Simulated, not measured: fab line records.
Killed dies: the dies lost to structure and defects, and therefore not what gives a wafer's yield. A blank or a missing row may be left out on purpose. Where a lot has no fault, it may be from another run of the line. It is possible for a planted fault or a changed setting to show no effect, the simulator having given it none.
fab line records ; flow sky130
record: lots: 6; wafers: 17; last_day: 51
route steps=708 shown METAL2@503 VIA2@507 PAD_OPEN@708
lots with no fault: from the same line, run without faults
start_h: hours from the record's opening day to when the first of the lot's shown wafers began ; wait_h: hours from the lot's prior step to this one ; " unchanged from the row above ; L1.1+2: a single row standing in for several wafers ; - no value present, or no start provided ; * or withheld: withheld ; < > ~ a bound
route shown NAME@n: NAME is a module with steps in the file, n the number in the route of the first one ; usual: the fault-free wafers' mean and standard deviation ; same: alike in all rows ; chamber/n: place in a boat ; sites: per-site readings ; _std_site: how widely they spread, as a standard deviation ; _edge_site: outer sites' mean less inner sites' ; radius_mm: how far each site lies from the wafer's centre ; mask NAME#n: copy n ; behind: the most recent tool/chamber to have shaped the wafer ; hold: what put the lot on hold/how long, in hours/how the hold closed ; device: the n, p or np transistor that did not switch ; end of line: the same wafers' tests at the end of the route ; for a step that has no rows: nothing shown but its recipe ; killed: at the first sort, the dies lost to defects and structure; wafer yield is something else ; map: shows each die of a wafer: x if killed, . if not, _ if none is there
set.NAME: the setting as run; set.NAME@STEP: as run at that earlier step ; model.NAME: the simulator's own value behind a step, which no gauge read
lots at selected steps of the route; one table per step, one row per wafer
services: a tool's chamber out of use, with start hour (start_h, from the record's first day; less than 0 if before it), hours out, and reason
== steps ==
step: SKY_METAL2_STRIP_20
recipe: chemistry: O2/N2; power_w: 1400; pressure_mtorr: 1500; platen_temp_c: withheld; o2_flow_sccm: 3000; n2_flow_sccm: 300; overash_fraction: 0.5
usual: drypump_motor_current_A: 5.5/0.42; oes_product_au: 0.345/0.005; strip_time_to_endpoint_s: 2.75/0.061
lot.wafer;tool;chamber;start_h;wait_h;drypump_motor_current_A;oes_product_au;rf_hours_counter_h;strip_time_to_endpoint_s
L729.2;plasma_asher-01;1;872.60;0.1;5.8;0.351;76;2.77
L729.3;plasma_asher-01;1;872.60;0.1;5.8;0.354;-;2.75
L729.5;plasma_asher-01;1;872.60;0.1;5.8;0.344;-;2.74
L733.1;plasma_asher-02;0;890.86;0.1;5.4;0.335;107;2.66
L733.3;plasma_asher-02;0;890.86;0.1;5.5;0.342;-;2.68
L733.4;plasma_asher-02;1;890.86;0.1;5.2;0.342;-;2.80
L740.1;plasma_asher-03;1;948.63;0.1;6.1;0.355;49;2.70
L740.2;plasma_asher-03;0;948.63;0.1;5.3;0.349;49;2.65
L743.1;plasma_asher-02;0;969.73;0.1;5.4;0.345;114;2.86
L743.2;plasma_asher-02;1;969.73;0.1;5.2;0.344;114;2.79
L743.4;plasma_asher-02;0;969.73;0.1;5.5;0.351;-;2.77
L747.2;plasma_asher-03;1;989.20;0.1;6.1;0.347;53;2.76
L747.3;plasma_asher-03;1;989.20;0.1;6.1;0.346;-;2.79
L747.4;plasma_asher-03;0;989.20;0.1;5.4;0.344;-;2.72
L748.2;plasma_asher-03;1;997.11;0.1;6.1;0.349;54;2.77
L748.5;plasma_asher-03;0;997.11;0.1;5.4;0.341;-;2.61
L748.6;plasma_asher-03;1;997.11;0.1;6.2;0.346;-;2.78
step: SKY_METAL2_STRIP_21
recipe: chemistry: post_etch_residue_remover; time_s: 1200; temp_c: 72.5
step: SKY_METAL2_CLEAN_22
recipe: chemistry: IPA; time_s: 180; temp_c: 25
step: SKY_METAL2_CLEAN_23
recipe: chemistry: O3/DIW; dry: n2_spin
step: SKY_VIA2_HDPCVD_00
recipe: material: SiO2; target_thk_nm: 1180; sigma_open_frac: 0.3; time_s: 196.7; temp_c: 400; sih4_flow_sccm: 60; pressure_mtorr: 6
step: SKY_VIA2_THK_MEAS_01
recipe: reads: SiO2_of_VIA2_HDPCVD_00
usual: VIA2_HDPCVD_THK: 1186/13
lot.wafer;tool;chamber;start_h;wait_h;VIA2_HDPCVD_THK[nm]
L729.2;film_metro-03;-;873.37;0.1;1201
L729.3;film_metro-03;-;873.37;0.1;1199
L729.5;film_metro-03;-;873.37;0.1;1207
L733.1;film_metro-04;-;891.61;0.1;1186
L733.3;film_metro-04;-;891.61;0.1;1194
L733.4;film_metro-04;-;891.61;0.1;1184
L740.1;film_metro-03;-;949.36;0.1;1198
L740.2;film_metro-03;-;949.36;0.1;1166
L743.1;film_metro-03;-;970.49;0.1;1210
L743.2;film_metro-03;-;970.49;0.1;1200
L743.4;film_metro-03;-;970.49;0.1;1197
L747.2;film_metro-01;-;989.97;0.1;1165
L747.3;film_metro-01;-;989.97;0.1;1187
L747.4;film_metro-01;-;989.97;0.1;1185
L748.2;film_metro-03;-;997.83;0.1;1218
L748.5;film_metro-03;-;997.83;0.1;1183
L748.6;film_metro-03;-;997.83;0.1;1200
step: SKY_VIA2_CMP_02
recipe: material: SiO2; down_force_psi: 4; platen_rpm: 60; pad_velocity_m_s: 0.94248
usual: motor_current_A: 11.9/0.8; platen_rpm: 60.00/0.043
lot.wafer;tool;chamber;start_h;wait_h;motor_current_A;platen_rpm
L729.2;cmp-01;3;873.47;0.1;13.0;59.92
L729.3;cmp-01;0;873.47;0.1;11.3;60.07
L729.5;cmp-01;3;873.47;0.1;12.8;59.93
L733.3;cmp-02;1;891.72;0.1;11.9;59.99
L733.4;cmp-02;2;891.72;0.1;11.7;59.95
L733.1;cmp-02;3;891.72;0.1;10.5;60.09
L740.2;cmp-01;3;949.47;0.1;13.4;59.95
L740.1;cmp-01;0;949.47;0.1;11.6;59.97
L743.1;cmp-02;0;970.55;0.1;13.0;59.97
L743.2;cmp-02;2;970.55;0.1;10.6;60.01
L743.4;cmp-02;3;970.55;0.1;11.4;60.12
L747.3;cmp-02;0;990.02;0.0;12.4;59.94
L747.4;cmp-02;1;990.02;0.0;11.4;60.00
L747.2;cmp-02;3;990.02;0.0;10.6;59.93
L748.2;cmp-02;0;998.03;0.2;12.7;60.04
L748.5;cmp-02;1;998.03;0.2;11.4;59.99
L748.6;cmp-02;2;998.03;0.2;10.7;59.95
step: SKY_VIA2_BOW_MEAS_03
recipe: mode: bow
usual: VIA2_BOW: 85/7.3
lot.wafer;tool;chamber;start_h;wait_h;VIA2_BOW[um]
L729.2;film_metro-01;-;873.74;0.2;83
L729.3;film_metro-01;-;873.74;0.2;75
L729.5;film_metro-01;-;873.74;0.2;84
L733.1;film_metro-01;-;891.97;0.1;84
L733.3;film_metro-01;-;891.97;0.1;91
L733.4;film_metro-01;-;891.97;0.1;80
L740.1;film_metro-01;-;949.72;0.1;76
L740.2;film_metro-01;-;949.72;0.1;82
L743.1;film_metro-04;-;970.85;0.2;92
L743.2;film_metro-04;-;970.85;0.2;92
L743.4;film_metro-04;-;970.85;0.2;88
L747.2;film_metro-03;-;990.34;0.1;71
L747.3;film_metro-03;-;990.34;0.1;80
L747.4;film_metro-03;-;990.34;0.1;93
L748.2;film_metro-01;-;998.20;0.1;84
L748.5;film_metro-01;-;998.20;0.1;83
L748.6;film_metro-01;-;998.20;0.1;71
step: SKY_VIA2_DEHYDRATE_04
recipe: temp_c: 200; time_s: 60
step: SKY_VIA2_HMDS_05
recipe: prime_time_s: 60; prime_temp_c: 120
step: SKY_VIA2_COAT_06
recipe: resist: BARC; temp_c: withheld; time_s: withheld; spin_rpm: 3000; resist_thk_nm: 60
step: SKY_VIA2_COAT_07
recipe: resist: KrF-thick; spin_rpm: 3000; resist_thk_nm: 450
step: SKY_VIA2_SOFTBAKE_08
recipe: temp_c: 100; time_s: 90; resist: KrF-thick
usual: heater_power_total_W: 57.37/0.11; run_length_s: 119.2/0.34
lot.wafer;tool;chamber;start_h;wait_h;heater_power_total_W;run_length_s
L729.2;litho_track-03;0;887;-;57.57;118.7
L729.3;litho_track-03;0;887;-;57.42;118.7
L729.5;litho_track-03;0;887;-;57.47;118.7
L733.1;litho_track-02;0;904;-;57.28;119.4
L733.3;litho_track-02;0;904;-;57.24;119.4
L733.4;litho_track-02;0;904;-;57.53;119.4
L740.1;litho_track-03;0;961;-;74.07;70.7
L740.2;litho_track-03;0;961;-;57.20;118.6
L743.1;litho_track-03;0;982;-;73.85;70.6
L743.2;litho_track-03;0;982;-;57.50;118.6
L743.4;litho_track-03;0;982;-;57.32;119.0
L747.2;litho_track-01;0;1001;-;57.35;119.3
L747.3;litho_track-01;0;1001;-;57.23;119.4
L747.4;litho_track-01;0;1001;-;57.31;119.2
L748.2;litho_track-02;0;1009;-;57.50;119.4
L748.5;litho_track-02;0;1009;-;57.49;119.5
L748.6;litho_track-02;0;1009;-;57.47;119.6
step: SKY_VIA2_EXPOSE_09
recipe: mask_id: VIM2; na: 0.8; source_shape: annular; sigma_inner: 0.55; sigma_outer: 0.85; target_cd_nm: 200; dose_mj: 38
step: SKY_PAD_OPEN_PROBE_99
usual: defect_limited_yield: 82.7/1.9; killed_at_M0_to_M3: 44/7.2; killed_at_M4_up: 2.9/1.8; killed_at_contacts: 24/5.2; killed_at_front_end: 15/4; killed_at_other: 0.2/0.49; killed_dies: 85/9.1; killed_open: 47/6.8; killed_short: 38/5.7; sort_bin_3_pad_short: 0.9/0.44; sort_bin_5_function: 10.3/1.4; sort_bin_6_memory: 6.2/1.1; sort_n_pass: 407/9.1; sort_yield_pct: 82.7/1.9
same: gross_dies: 492; killed_at_back_side: 0; sort_bin_4_leakage[%]: 0; sort_bin_8_speed[%]: 0
lot.wafer;tool;chamber;start_h;wait_h;defect_limited_yield[%];killed_at_M0_to_M3;killed_at_M4_up;killed_at_contacts;killed_at_front_end;killed_at_other;killed_dies;killed_open;killed_short;sort_bin_3_pad_short[%];sort_bin_5_function[%];sort_bin_6_memory[%];sort_n_pass;sort_yield_pct[%]
L729.2;prober-01;-;1124.19;0.1;84.6;37;2;25;12;0;76;46;30;0.2;10.2;5.1;416;84.6
L729.3;prober-01;-;1124.24;0.2;81.9;44;4;20;21;0;89;46;43;0.8;12.4;4.9;403;81.9
L729.5;prober-01;-;1124.34;0.2;82.3;46;1;26;14;0;87;55;32;0.4;10.8;6.5;405;82.3
L733.1;prober-02;-;1136.42;0.1;83.3;40;1;26;15;0;82;47;35;1.0;10.8;4.9;410;83.3
L733.3;prober-02;-;1136.52;0.2;84.3;41;1;25;9;1;77;46;31;0.4;7.3;7.9;415;84.3
L733.4;prober-02;-;1136.57;0.2;79.9;58;2;25;13;1;99;54;45;1.2;11.6;7.3;393;79.9
L740.1;prober-02;-;1180.77;0.1;82.1;48;1;26;13;0;88;43;45;1.2;10.8;5.9;404;82.1
L740.2;prober-02;-;1180.82;0.1;82.7;54;1;17;13;0;85;40;45;0.8;11.4;5.1;407;82.7
L747.2;prober-01;-;1207.01;0.1;84.3;41;1;25;10;0;77;45;32;0.4;8.1;7.1;415;84.3
L747.3;prober-01;-;1207.06;0.2;85.2;31;4;18;20;0;73;37;36;1.4;7.1;6.3;419;85.2
L747.4;prober-01;-;1207.11;0.2;78.5;59;4;30;12;1;106;60;46;2.0;11.8;7.7;386;78.5
L748.2;prober-02;-;1212.96;0.1;85.6;40;2;14;14;1;71;40;31;0.4;8.9;5.1;421;85.6
L748.5;prober-02;-;1213.11;0.2;84.3;40;5;21;11;0;77;46;31;0.2;9.8;5.7;415;84.3
L748.6;prober-02;-;1213.16;0.2;82.9;53;3;14;14;0;84;50;34;0.4;10.0;6.7;408;82.9
killed by level:class
L729.2 CONTACT:geometric_particle:open=12 VIA1:geometric_particle:open=7 LI_CONTACT:geometric_particle:open=6 CONTACT:geometric_particle:short=5 METAL1:geometric_particle:short=5 POLY_GATE:geometric_particle:short=4 VIA3:geometric_particle:open=4 FIELD_ISO:geometric_particle:open=3
L729.3 VIA1:geometric_particle:open=11 CONTACT:geometric_particle:open=9 VIA2:geometric_particle:open=7 POLY_GATE:geometric_particle:short=6 FIELD_ISO:geometric_particle:short=5 VIA3:geometric_particle:open=5 VIA1:geometric_particle:short=5 FIELD_ISO:geometric_particle:open=4
L729.5 CONTACT:geometric_particle:open=17 VIA1:geometric_particle:open=13 VIA1:geometric_particle:short=8 VIA2:geometric_particle:open=7 METAL1:geometric_particle:short=5 POLY_GATE:geometric_particle:open=4 LI_CONTACT:geometric_particle:open=4 METAL2:geometric_particle:short=4
L733.1 CONTACT:geometric_particle:open=13 VIA1:geometric_particle:open=10 VIA2:geometric_particle:open=7 FIELD_ISO:geometric_particle:short=6 LI_CONTACT:geometric_particle:open=5 METAL1:geometric_particle:short=5 VIA1:geometric_particle:short=5 LOCAL_INTERCONNECT:geometric_particle:short=4
L733.3 VIA1:geometric_particle:open=14 LI_CONTACT:geometric_particle:open=9 VIA3:geometric_particle:open=8 CONTACT:geometric_particle:short=6 METAL3:geometric_particle:short=5 CONTACT:geometric_particle:open=4 METAL2:geometric_particle:short=4 VIA2:geometric_particle:open=4
L733.4 VIA2:geometric_particle:open=10 VIA1:geometric_particle:open=10 CONTACT:geometric_particle:open=10 VIA3:geometric_particle:open=10 CONTACT:geometric_particle:short=6 METAL1:geometric_particle:short=6 METAL2:geometric_particle:short=6 VIA2:geometric_particle:short=6
L740.1 METAL1:geometric_particle:short=13 CONTACT:geometric_particle:open=11 VIA2:geometric_particle:open=10 POLY_GATE:geometric_particle:short=6 VIA1:geometric_particle:open=6 LI_CONTACT:geometric_particle:open=5 VIA1:geometric_particle:short=4 METAL2:geometric_particle:short=4
L740.2 VIA2:geometric_particle:short=9 VIA1:geometric_particle:open=8 METAL2:geometric_particle:short=6 CONTACT:geometric_particle:open=6 VIA3:geometric_particle:open=6 VIA3:geometric_particle:short=6 LOCAL_INTERCONNECT:geometric_particle:short=5 FIELD_ISO:geometric_particle:open=4
L747.2 CONTACT:geometric_particle:open=11 VIA1:geometric_particle:open=11 VIA1:geometric_particle:short=10 LI_CONTACT:geometric_particle:open=6 LOCAL_INTERCONNECT:geometric_particle:short=6 VIA2:geometric_particle:open=6 VIA3:geometric_particle:open=5 METAL2:geometric_particle:short=4
L747.3 CONTACT:geometric_particle:open=8 POLY_GATE:geometric_particle:open=6 VIA3:geometric_particle:short=6 VIA1:geometric_particle:open=5 VIA3:geometric_particle:open=5 FIELD_ISO:geometric_particle:open=4 FIELD_ISO:geometric_particle:short=4 LI_CONTACT:geometric_particle:open=4
L747.4 CONTACT:geometric_particle:open=11 VIA3:geometric_particle:open=11 LI_CONTACT:geometric_particle:open=9 VIA2:geometric_particle:open=9 VIA1:geometric_particle:open=7 VIA2:geometric_particle:short=7 METAL1:geometric_particle:short=6 VIA1:geometric_particle:short=5
L748.2 VIA3:geometric_particle:open=11 VIA1:geometric_particle:open=7 CONTACT:geometric_particle:open=5 METAL1:geometric_particle:short=5 FIELD_ISO:geometric_particle:open=4 METAL3:geometric_particle:short=4 LOCAL_INTERCONNECT:geometric_particle:short=4 VIA1:geometric_particle:short=4
L748.5 VIA1:geometric_particle:open=9 CONTACT:geometric_particle:open=8 VIA2:geometric_particle:open=7 METAL1:geometric_particle:short=6 LI_CONTACT:geometric_particle:short=5 VIA3:geometric_particle:open=5 VIA1:geometric_particle:short=4 POLY_GATE:geometric_particle:short=3
L748.6 VIA1:geometric_particle:open=15 METAL1:geometric_particle:short=11 VIA3:geometric_particle:open=10 POLY_GATE:geometric_particle:open=7 VIA2:geometric_particle:open=6 LOCAL_INTERCONNECT:geometric_particle:short=4 CONTACT:geometric_particle:open=4 METAL2:geometric_particle:short=4
== services ==
tool;chamber;start_h;hours;kind
cmp-01;-;853.43;0.9;repair
cmp-02;-;862.74;19.6;pm
cmp-01;-;882.59;5.5;pm
cmp-02;-;892.65;5.4;pm
cmp-02;-;912.07;4.0;pm
cmp-02;-;912.90;1.0;repair
cmp-01;-;916.07;5.4;pm
cmp-02;-;916.07;-;consumable_replace:conditioner
cmp-02;-;916.07;-;consumable_replace:pad
cmp-02;-;922.56;6.5;repair
cmp-01;-;967.33;6.7;repair
cmp-02;-;982.08;4.1;repair
cmp-02;-;1002.20;1.0;repair
== key ==
first_sign: step: SKY_VIA2_SOFTBAKE_08; reading: heater_power_total_W; direction: up; sigmas: 99+; usual: *; struck: *
effect: step: SKY_VIA2_SOFTBAKE_08; reading: run_length_s; direction: down; sigmas: 99+; usual: *; struck: *
met_at SKY_VIA2_SOFTBAKE_08
struck_wafers L740.1,L743.1
onset_between 887 961
fault: kind: process_parameter_drift; tool: litho_track-03; chamber: -; onset_h: 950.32; steps: SKY_VIA2_SOFTBAKE_08; channel: time_s; offset: *; shape: step; end_h: 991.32; scope: struck_wafers_only; acts_in: *; stated: *
